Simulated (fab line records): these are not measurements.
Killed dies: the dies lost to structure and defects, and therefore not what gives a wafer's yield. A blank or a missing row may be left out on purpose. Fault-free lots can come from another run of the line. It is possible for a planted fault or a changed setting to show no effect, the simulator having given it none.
fab line records	flow sky130
record: lots: 6	wafers: 18	lastDay: 51
route steps=708 shown METAL1@441 PAD_OPEN@708
lots that met no fault: from a run of the same line without faults
startH: hours from the record's first day to the start of the lot's first wafer shown	waitH: how many hours have passed since the lot's step before this one	" as in the row above	L1.1+2: one row covering several wafers at once	- no value present, or no start provided	* or withheld: withheld	< > ~ a bound
route shown NAME@n: a module of which the file shows steps, and the number in the route of the first	usual: mean/standard deviation taken from wafers without a fault	same: alike in all rows	chamber/n: place in a boat	sites: each site's reading	_std_site: the standard deviation of these	_edge_site: outer sites' mean less inner sites'	radiusMm: how far each site lies from the wafer's centre	mask NAME#n: copy n	behind: tool/chamber where the wafer was last shaped	hold: what put the lot on hold/how long, in hours/how the hold closed	device: the n, p or np transistor that did not switch	end of line: the route-end tests of the same wafers	a step without rows: its recipe alone	killed: at the first sort, the dies lost to defects and structure; wafer yield is something else	map: a wafer's dies, marking killed ones x, the rest . and places with no die _
set.NAME: the setting the step ran with; set.NAME@STEP: the setting that earlier step ran with	model.NAME: the simulator's own value behind a step, which no gauge read
certain route steps with their lots: each step a table, each wafer a row
services: when a tool's chamber went out of use (startH, in hours from the record's first day, below 0 if earlier), for how many hours, and the reason
== steps ==
step: SKY_METAL1_DEHYDRATE_07
recipe: tempC: 200	timeS: 60
step: SKY_METAL1_HMDS_08
recipe: primeTimeS: 60	primeTempC: 120
step: SKY_METAL1_COAT_09
recipe: resist: BARC	tempC: withheld	timeS: withheld	spinRpm: 3000	resistThkNm: 60
step: SKY_METAL1_COAT_10
recipe: resist: KrF-thick	spinRpm: 3000	resistThkNm: 450
step: SKY_METAL1_SOFTBAKE_11
recipe: tempC: 100	timeS: 90	resist: KrF-thick
step: SKY_METAL1_EXPOSE_12
recipe: maskId: MM1	na: 0.8	sourceShape: annular	sigmaInner: 0.55	sigmaOuter: 0.85	targetCdNm: 140	doseMj: 28
step: SKY_METAL1_PEB_13
recipe: pebTempC: withheld	pebTimeS: withheld	resist: KrF-thick
step: SKY_METAL1_DEVELOP_14
recipe: developTimeS: 60	resist: KrF-thick	devTempC: 21
step: SKY_METAL1_CD_MEAS_15
recipe: targetCdNm: 140
usual: cdNm: 140.0/1.2
lot.wafer	tool	chamber	startH	waitH	cdNm
L708.1	cdSem-02	-	798.17	-	140.1
L708.5	"	-	"	"	139.6
L708.6	"	-	"	"	140.4
L709.1	cdSem-01	-	800.17	-	140.6
L709.2	"	-	"	"	142.6
L709.5	"	-	"	"	140.9
L718.1	cdSem-01	-	869.38	-	140.9
L718.5	"	-	"	"	141.0
L718.6	"	-	"	"	142.0
L719.1	cdSem-01	-	877.03	-	141.6
L719.4	"	-	"	"	142.8
L719.6	"	-	"	"	139.5
L728.1	cdSem-02	-	933.62	-	139.5
L728.3	"	-	"	"	139.4
L728.6	"	-	"	"	139.6
L731.3	cdSem-01	-	952.97	-	139.2
L731.5	"	-	"	"	141.1
L731.6	"	-	"	"	140.7
step: SKY_METAL1_OVL_MEAS_16
usual: METAL1_OVL: -1/6.7
lot.wafer	tool	chamber	startH	waitH	METAL1_OVL[nm]
L708.1	overlay-01	-	798.29	0.1	-13
L708.5	"	-	"	"	-7
L708.6	"	-	"	"	2
L709.1	overlay-01	-	800.29	0.1	-1
L709.2	"	-	"	"	-4
L709.5	"	-	"	"	-1
L718.1	overlay-02	-	869.50	0.1	6
L718.5	"	-	"	"	3
L718.6	"	-	"	"	-2
L719.1	overlay-01	-	877.15	0.1	6
L719.4	"	-	"	"	7
L719.6	"	-	"	"	12
L728.1	overlay-01	-	933.74	0.1	-12
L728.3	"	-	"	"	-6
L728.6	"	-	"	"	-6
L731.3	overlay-02	-	953.07	0.1	-2
L731.5	"	-	"	"	-1
L731.6	"	-	"	"	6
step: SKY_METAL1_DESCUM_17
recipe: chemistry: O2	sourcePowerW: 150	biasPowerW: 0	pressureMtorr: 10	tempC: 40	timeS: 8
usual: drypumpMotorCurrentA: 5.5/0.65	oesProductAu: 1.003/0.0069	rfFwdPowerW: 147.4/0.64
same: biasPowerW: 0
lot.wafer	tool	chamber	startH	waitH	drypumpMotorCurrentA	oesProductAu	rfFwdPowerW	rfHoursCounterH
L708.1	rieMetal-01	0	798.33	0.0	6.4	1.023	147.2	6
L708.5	"	1	"	"	4.7	1.007	147.4	-
L708.6	"	0	"	"	6.3	1.017	147.4	-
L709.1	rieMetal-04	0	800.33	0.0	5.2	1.007	147.9	15
L709.2	"	1	"	"	5.8	1.008	146.7	15
L709.5	"	1	"	"	5.8	1.004	146.4	-
L718.1	rieMetal-01	0	869.53	0.0	6.3	1.002	148.0	8
L718.5	"	0	"	"	6.3	1.007	147.3	-
L718.6	"	1	"	"	4.7	1.003	148.1	-
L719.1	rieMetal-01	0	877.19	0.0	6.3	1.008	147.9	8
L719.4	"	1	"	"	4.7	1.003	147.6	-
L719.6	"	0	"	"	6.3	1.011	148.0	-
L728.1	rieMetal-04	1	933.78	0.0	5.8	1.012	146.1	2
L728.3	"	1	"	"	5.8	1.015	146.3	-
L728.6	"	1	"	"	5.8	1.006	146.8	-
L731.3	rieMetal-04	0	953.10	0.0	5.2	1.011	147.9	-
L731.5	"	0	"	"	5.2	1.014	148.0	-
L731.6	"	1	"	"	5.8	1.011	147.1	-
step: SKY_METAL1_ETCH_18
recipe: chemistry: N2/H2	target: BARC	ionEnergyEv: 200	biasW: 100	pressureMtorr: 30	n2FlowSccm: 100	h2FlowSccm: 200	icpW: 500	stopOn: SiO2	timeS: 45.9	targetDepthA: 600
usual: drypumpMotorCurrentA: 5.6/0.66	oesProductAu: 0.855/0.005	rfFwdPowerW: 495.2/2.4	throttleValvePct: 13.226/0.0095
lot.wafer	tool	chamber	startH	waitH	drypumpMotorCurrentA	oesProductAu	rfFwdPowerW	rfHoursCounterH	throttleValvePct
L708.1	rieMetal-01	0	798.36	0.0	6.3	0.850	496.7	6	13.230
L708.5	"	1	"	"	4.7	0.854	497.8	-	13.215
L708.6	"	0	"	"	6.3	0.858	495.3	-	13.227
L709.1	rieMetal-04	0	800.36	0.0	5.2	0.851	496.9	15	13.238
L709.2	"	1	"	"	5.8	0.861	489.4	15	13.223
L709.5	"	1	"	"	5.8	0.848	490.2	-	13.225
L718.1	rieMetal-01	0	869.56	0.0	6.4	0.857	497.7	8	13.225
L718.5	"	0	"	"	6.3	0.860	495.2	-	13.221
L718.6	"	1	"	"	4.7	0.863	493.8	-	13.229
L719.1	rieMetal-01	0	877.22	0.0	6.3	0.863	494.6	8	13.226
L719.4	"	1	"	"	4.7	0.863	496.6	-	13.216
L719.6	"	0	"	"	6.3	0.862	495.1	-	13.220
L728.1	rieMetal-04	1	933.81	0.0	5.8	0.857	489.5	2	13.240
L728.3	"	1	"	"	5.8	0.858	492.8	-	13.225
L728.6	"	1	"	"	5.8	0.847	492.4	-	13.217
L731.3	rieMetal-04	0	953.14	0.0	5.2	0.855	495.3	-	13.211
L731.5	"	0	"	"	5.2	0.851	498.3	-	13.214
L731.6	"	1	"	"	5.8	0.856	487.3	-	13.242
step: SKY_METAL1_METAL_ETCH_19
recipe: targetDepthA: 3600	stopOn: SiO2	overEtchFrac: 0.3	timeS: 78	chemistry: Cl2/BCl3	resistSidewallDeg: 88	pressureMtorr: 10	icpW: 900	biasW: 48.5	Cl2_flow_sccm: 60	bcl3FlowSccm: 30
usual: bcl3FlowSccm: 30.00/0.096	drypumpMotorCurrentA: 5.5/0.65	oesProductAu: 0.854/0.0058	rfFwdPowerW: 894/3.2	throttleValvePct: 22.265/0.0092
lot.wafer	tool	chamber	startH	waitH	bcl3FlowSccm	drypumpMotorCurrentA	oesProductAu	rfFwdPowerW	rfHoursCounterH	throttleValvePct	model.KrF-thick_of_METAL1_COAT_10.thkNm	model.METAL1.cdNm	model.SiO2_of_CONTACT_HDPCVD_02.thkNm
L708.1	rieMetal-01	0	798.42	0.0	30.09	6.4	0.840	895	6	22.273	155.2	141.5	325.9
L708.5	"	1	"	"	30.05	4.7	0.858	893	-	22.263	155.6	139.5	327.4
L708.6	"	0	"	"	30.15	6.3	0.853	894	-	22.241	152.6	143.5	325.8
L709.1	rieMetal-04	0	800.42	0.0	30.04	5.2	0.847	891	15	22.260	157.7	138.5	326.4
L709.2	"	1	"	"	30.08	5.8	0.846	884	15	22.261	155.7	142.7	325.9
L709.5	"	1	"	"	30.17	5.8	0.855	884	-	22.268	156.8	141.9	326.7
L718.1	rieMetal-01	0	869.63	0.0	30.12	6.4	0.848	895	8	22.263	157.4	140.8	325.5
L718.5	"	0	"	"	30.16	6.3	0.869	891	-	22.272	62.16	129.5	321.6
L718.6	"	1	"	"	29.95	4.7	0.845	894	-	22.266	64.44	128.5	321
L719.1	rieMetal-01	0	877.29	0.0	29.90	6.3	0.856	891	8	22.257	157.3	141.8	328.1
L719.4	"	1	"	"	29.96	4.7	0.859	895	-	22.267	157.4	140.3	325
L719.6	"	0	"	"	30.11	6.3	0.853	898	-	22.268	61.96	128.9	323.2
L728.1	rieMetal-04	1	933.87	0.0	29.98	5.8	0.852	888	3	22.257	154.7	140.3	325.4
L728.3	"	1	"	"	29.94	5.8	0.858	888	-	22.279	155.1	141.2	327.6
L728.6	"	1	"	"	29.88	5.8	0.846	893	-	22.283	155.7	140.6	326.5
L731.3	rieMetal-04	0	953.22	0.1	30.20	5.2	0.865	893	-	22.253	161.5	139.8	325.8
L731.5	"	0	"	"	30.00	5.2	0.856	893	-	22.256	161.1	140.3	326.1
L731.6	"	1	"	"	29.88	5.8	0.854	893	-	22.264	157.5	142.8	325.1
step: SKY_METAL1_STRIP_20
recipe: chemistry: O2/N2	powerW: 1400	pressureMtorr: 1500	platenTempC: withheld	o2FlowSccm: 3000	n2FlowSccm: 300	overashFraction: 0.5
usual: drypumpMotorCurrentA: 6.0/0.57	o2FlowSccm: 3000/8.4	oesProductAu: 0.342/0.0048	stripTimeToEndpointS: 2.68/0.03
lot.wafer	tool	chamber	startH	waitH	drypumpMotorCurrentA	o2FlowSccm	oesProductAu	rfHoursCounterH	stripTimeToEndpointS
L708.1	plasmaAsher-01	0	798.51	0.1	5.1	3012	0.340	67	2.65
L708.5	"	0	"	"	5.1	3002	0.338	-	2.66
L708.6	"	1	"	"	5.6	2999	0.342	-	2.63
L709.1	plasmaAsher-04	0	800.51	0.1	6.5	3011	0.342	5	2.69
L709.2	"	1	"	"	6.3	3003	0.348	5	2.64
L709.5	"	1	"	"	6.3	3012	0.339	-	2.68
L718.1	plasmaAsher-01	0	869.72	0.1	5.1	2995	0.342	75	2.70
L718.5	"	0	"	"	5.1	2987	0.292	-	1.62
L718.6	"	1	"	"	5.6	2993	0.305	-	1.63
L719.1	plasmaAsher-01	1	877.38	0.1	5.6	3009	0.338	76	2.69
L719.4	"	1	"	"	5.6	3003	0.350	-	2.69
L719.6	"	0	"	"	5.0	2999	0.303	-	1.62
L728.1	plasmaAsher-04	0	933.96	0.1	6.5	3011	0.338	17	2.66
L728.3	"	1	"	"	6.3	2999	0.339	-	2.66
L728.6	"	0	"	"	6.5	3008	0.345	-	2.65
L731.3	plasmaAsher-03	0	953.31	0.1	5.9	3005	0.347	-	2.71
L731.5	"	0	"	"	5.9	3013	0.346	-	2.73
L731.6	"	1	"	"	6.8	2990	0.335	-	2.69
step: SKY_METAL1_STRIP_21
recipe: chemistry: postEtchResidueRemover	timeS: 1200	tempC: 72.5
step: SKY_PAD_OPEN_PROBE_99
usual: defectLimitedYield: 82.1/2	killed_at_M0_to_M3: 43/6.4	killed_at_M4_up: 3.2/1.8	killedAtContacts: 25/5.5	killedAtFrontEnd: 16/5.2	killedAtOther: 0.3/0.49	killedDies: 88/10	killedOpen: 48/7	killedShort: 40/7.1	sort_bin_3_pad_short: 0.9/0.42	sort_bin_5_function: 10.5/1.6	sort_bin_6_memory: 6.5/1.2	sortNPass: 404/10	sortYieldPct: 82.1/2
same: grossDies: 492	killedAtBackSide: 0	sort_bin_4_leakage[%]: 0	sort_bin_8_speed[%]: 0
lot.wafer	tool	chamber	startH	waitH	defectLimitedYield[%]	killed_at_M0_to_M3	killed_at_M4_up	killedAtContacts	killedAtFrontEnd	killedAtOther	killedDies	killedOpen	killedShort	sort_bin_3_pad_short[%]	sort_bin_5_function[%]	sort_bin_6_memory[%]	sortNPass	sortYieldPct[%]	model.etest.met1.widthNm	model.etest.met1.lineOhmUm
L708.1	prober-01	-	1102.03	0.1	80.3	43	2	28	24	0	97	46	51	1.2	11.8	6.7	395	80.3	143.8	0.907
L708.5	prober-01	-	1102.23	0.2	78.5	55	5	29	17	0	106	66	40	1.4	12.4	7.7	386	78.5	140.4	0.9095
L708.6	prober-01	-	1102.28	0.2	80.5	43	3	30	20	0	96	52	44	0.8	11.4	7.3	396	80.5	142.3	0.9068
L709.1	prober-02	-	1104.20	0.1	79.7	49	4	29	17	1	100	52	48	0.4	12.0	7.9	392	79.7	136.5	0.9473
L709.2	prober-02	-	1104.25	0.1	82.9	40	4	26	14	0	84	37	47	1.8	6.9	8.3	408	82.9	141.6	0.9035
L709.5	prober-02	-	1104.40	0.2	81.5	49	1	24	17	0	91	44	47	1.6	10.4	6.5	401	81.5	140.2	0.8971
L718.1	prober-01	-	1160.78	0.1	78.3	48	1	29	29	0	107	67	40	1.6	12.2	7.9	385	78.3	140.6	0.9197
L718.5	prober-01	-	1160.98	0.2	81.1	44	3	28	18	0	93	43	50	0.4	11.8	6.7	399	81.1	130.7	0.9702
L718.6	prober-01	-	1161.03	0.2	81.9	46	1	27	15	0	89	36	53	2.0	7.9	8.1	403	81.9	130.1	1.005
L719.1	prober-02	-	1161.90	0.1	85.6	44	0	19	7	1	71	39	32	0.8	8.3	5.3	421	85.6	144.8	0.8868
L719.4	prober-02	-	1162.05	0.2	82.3	42	2	29	13	1	87	57	30	0.4	10.8	6.5	405	82.3	140.8	0.8978
L719.6	prober-02	-	1162.15	0.2	81.9	41	2	20	26	0	89	45	42	0	12.2	5.9	403	81.9	128.6	0.9972
L728.1	prober-02	-	1199.16	0.1	84.8	34	3	15	23	0	75	34	41	1.0	9.8	4.5	417	84.8	142.8	0.9104
L728.3	prober-02	-	1199.26	0.2	82.9	45	5	19	15	0	84	51	33	1.2	9.8	6.1	408	82.9	142.9	0.8994
L728.6	prober-02	-	1199.41	0.2	84.6	32	2	26	16	0	76	42	34	0.8	9.6	5.1	416	84.6	139.3	0.9288
L731.3	prober-01	-	1212.01	0.2	80.5	44	4	25	23	0	96	45	51	2.0	11.6	5.9	396	80.5	138.8	0.9041
L731.5	prober-01	-	1212.11	0.2	78.9	43	3	38	20	0	104	45	59	1.6	11.0	8.5	388	78.9	139.1	0.9228
L731.6	prober-01	-	1212.16	0.2	80.9	38	4	23	29	0	94	58	36	1.0	12.0	6.1	398	80.9	144.4	0.8784
killed by level:class
L708.1 CONTACT:geometricParticle:open=10 VIA1:geometricParticle:open=10 FIELD_ISO:geometricParticle:short=9 POLY_GATE:geometricParticle:open=8 CONTACT:geometricParticle:short=8 VIA1:geometricParticle:short=7 METAL1:geometricParticle:short=6 LI_CONTACT:geometricParticle:open=5
L708.5 VIA3:geometricParticle:open=13 CONTACT:geometricParticle:open=11 LI_CONTACT:geometricParticle:open=9 METAL3:geometricParticle:short=7 VIA1:geometricParticle:open=7 VIA2:geometricParticle:open=7 METAL2:geometricParticle:short=6 LOCAL_INTERCONNECT:geometricParticle:short=5
L708.6 CONTACT:geometricParticle:open=12 METAL2:geometricParticle:short=9 VIA3:geometricParticle:open=7 VIA1:geometricParticle:open=7 POLY_GATE:geometricParticle:open=5 LI_CONTACT:geometricParticle:open=5 CONTACT:geometricParticle:short=5 VIA2:geometricParticle:open=5
L709.1 CONTACT:geometricParticle:open=11 METAL1:geometricParticle:short=10 VIA1:geometricParticle:open=9 CONTACT:geometricParticle:short=7 VIA3:geometricParticle:open=7 FIELD_ISO:geometricParticle:short=6 VIA1:geometricParticle:short=6 METAL2:geometricParticle:short=6
L709.2 LOCAL_INTERCONNECT:geometricParticle:short=9 VIA1:geometricParticle:open=8 CONTACT:geometricParticle:open=8 METAL1:geometricParticle:short=6 METAL2:geometricParticle:short=6 VIA3:geometricParticle:open=6 POLY_GATE:geometricParticle:short=5 VIA1:geometricParticle:short=4
L709.5 VIA1:geometricParticle:open=14 LOCAL_INTERCONNECT:geometricParticle:short=8 METAL2:geometricParticle:short=7 LI_CONTACT:geometricParticle:open=6 VIA1:geometricParticle:short=6 VIA3:geometricParticle:open=5 CONTACT:geometricParticle:open=5 METAL1:geometricParticle:short=5
L718.1 CONTACT:geometricParticle:open=13 VIA1:geometricParticle:open=13 FIELD_ISO:geometricParticle:open=10 FIELD_ISO:geometricParticle:short=9 VIA3:geometricParticle:open=9 VIA2:geometricParticle:open=8 POLY_GATE:geometricParticle:short=6 LI_CONTACT:geometricParticle:open=5
L718.5 CONTACT:geometricParticle:short=11 VIA1:geometricParticle:open=9 VIA2:geometricParticle:open=7 CONTACT:geometricParticle:open=6 VIA3:geometricParticle:open=6 VIA3:geometricParticle:short=5 VIA1:geometricParticle:short=5 METAL2:geometricParticle:short=5
L718.6 VIA1:geometricParticle:open=11 LI_CONTACT:geometricParticle:short=6 LI_CONTACT:geometricParticle:open=6 VIA1:geometricParticle:short=6 FIELD_ISO:geometricParticle:short=5 POLY_GATE:geometricParticle:short=5 CONTACT:geometricParticle:open=5 CONTACT:geometricParticle:short=5
L719.1 VIA1:geometricParticle:open=8 VIA2:geometricParticle:open=7 METAL2:geometricParticle:short=5 LI_CONTACT:geometricParticle:open=5 VIA1:geometricParticle:short=5 METAL1:geometricParticle:short=4 CONTACT:geometricParticle:short=4 CONTACT:geometricParticle:open=4
L719.4 CONTACT:geometricParticle:open=15 VIA1:geometricParticle:open=12 METAL1:geometricParticle:short=7 VIA3:geometricParticle:open=5 LI_CONTACT:geometricParticle:open=5 VIA2:geometricParticle:open=5 CONTACT:geometricParticle:short=5 VIA1:geometricParticle:short=4
L719.6 CONTACT:geometricParticle:open=11 POLY_GATE:geometricParticle:short=9 METAL2:geometricParticle:short=8 VIA1:geometricParticle:open=7 VIA2:geometricParticle:open=6 POLY_GATE:geometricParticle:open=5 LI_CONTACT:geometricParticle:open=5 VIA1:geometricParticle:short=5
L728.1 FIELD_ISO:geometricParticle:short=8 VIA1:geometricParticle:short=5 CONTACT:geometricParticle:open=5 METAL1:geometricParticle:short=5 METAL2:geometricParticle:short=5 POLY_GATE:geometricParticle:open=4 POLY_GATE:geometricParticle:short=4 VIA3:geometricParticle:open=4
L728.3 VIA1:geometricParticle:open=15 LI_CONTACT:geometricParticle:open=7 VIA3:geometricParticle:open=5 FIELD_ISO:geometricParticle:open=4 POLY_GATE:geometricParticle:short=4 CONTACT:geometricParticle:open=4 METAL4:geometricParticle:short=4 METAL1:geometricParticle:short=4
L728.6 CONTACT:geometricParticle:open=9 LI_CONTACT:geometricParticle:open=7 VIA2:geometricParticle:open=7 LI_CONTACT:geometricParticle:short=6 VIA1:geometricParticle:open=6 FIELD_ISO:geometricParticle:short=5 METAL2:geometricParticle:short=4 FIELD_ISO:geometricParticle:open=3
L731.3 FIELD_ISO:geometricParticle:short=8 METAL1:geometricParticle:short=8 LI_CONTACT:geometricParticle:open=7 CONTACT:geometricParticle:open=7 VIA1:geometricParticle:open=7 FIELD_ISO:geometricParticle:open=6 VIA3:geometricParticle:open=6 METAL2:geometricParticle:short=5
L731.5 METAL2:geometricParticle:short=15 CONTACT:geometricParticle:open=14 VIA1:geometricParticle:open=9 LI_CONTACT:geometricParticle:open=7 CONTACT:geometricParticle:short=7 FIELD_ISO:geometricParticle:short=6 POLY_GATE:geometricParticle:short=6 LOCAL_INTERCONNECT:geometricParticle:short=5
L731.6 VIA1:geometricParticle:open=15 FIELD_ISO:geometricParticle:open=9 CONTACT:geometricParticle:open=9 LI_CONTACT:geometricParticle:open=7 FIELD_ISO:geometricParticle:short=6 VIA1:geometricParticle:short=6 POLY_GATE:geometricParticle:open=5 CONTACT:geometricParticle:short=4
== services ==
tool	chamber	startH	hours	kind
rieMetal-01	0	780.73	1.4	repair
plasmaAsher-01	-	783.43	7.0	repair
plasmaAsher-01	-	788.89	2.9	repair
rieMetal-01	-	801.94	1.0	repair
rieMetal-04	0	814.85	-	clean
rieMetal-04	0	814.85	17.8	scheduledDown
rieMetal-04	0	814.85	17.8	ventCycle
plasmaAsher-04	-	830.00	13.5	repair
rieMetal-04	-	830.99	1.4	pm
rieMetal-04	1	839.03	-	clean
rieMetal-04	1	839.03	29.8	scheduledDown
rieMetal-04	1	839.03	29.8	ventCycle
plasmaAsher-04	-	895.50	4.2	repair
rieMetal-01	1	903.30	10.6	repair
rieMetal-01	1	917.79	-	clean
rieMetal-01	1	917.79	18.8	scheduledDown
rieMetal-01	1	917.79	18.8	ventCycle
rieMetal-04	-	944.86	0.6	repair
plasmaAsher-04	-	949.84	7.5	repair
== key ==
firstSign: step: SKY_METAL1_STRIP_20	reading: stripTimeToEndpointS	direction: down	sigmas: 35	usual: *	struck: *
effect: step: SKY_METAL1_STRIP_20	reading: oesProductAu	direction: down	sigmas: 8.8	usual: 0.342	struck: 0.300
modelEffect: step: SKY_METAL1_METAL_ETCH_19	value: KrF-thick_of_METAL1_COAT_10.thkNm	without: 159	struck: 62.85
modelEffect: step: SKY_PAD_OPEN_PROBE_99	value: etest.met1.widthNm	without: 140.9	struck: 129.8
metAt SKY_METAL1_METAL_ETCH_19
struckWafers L718.5,L718.6,L719.6
onsetBetween 798.42 869.63
fault: kind: processParameterDrift	tool: rieMetal-01	chamber: -	onsetH: 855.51	steps: SKY_METAL1_METAL_ETCH_19	channel: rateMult	offset: 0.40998	shape: step	endH: 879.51	scope: struckWafersOnly
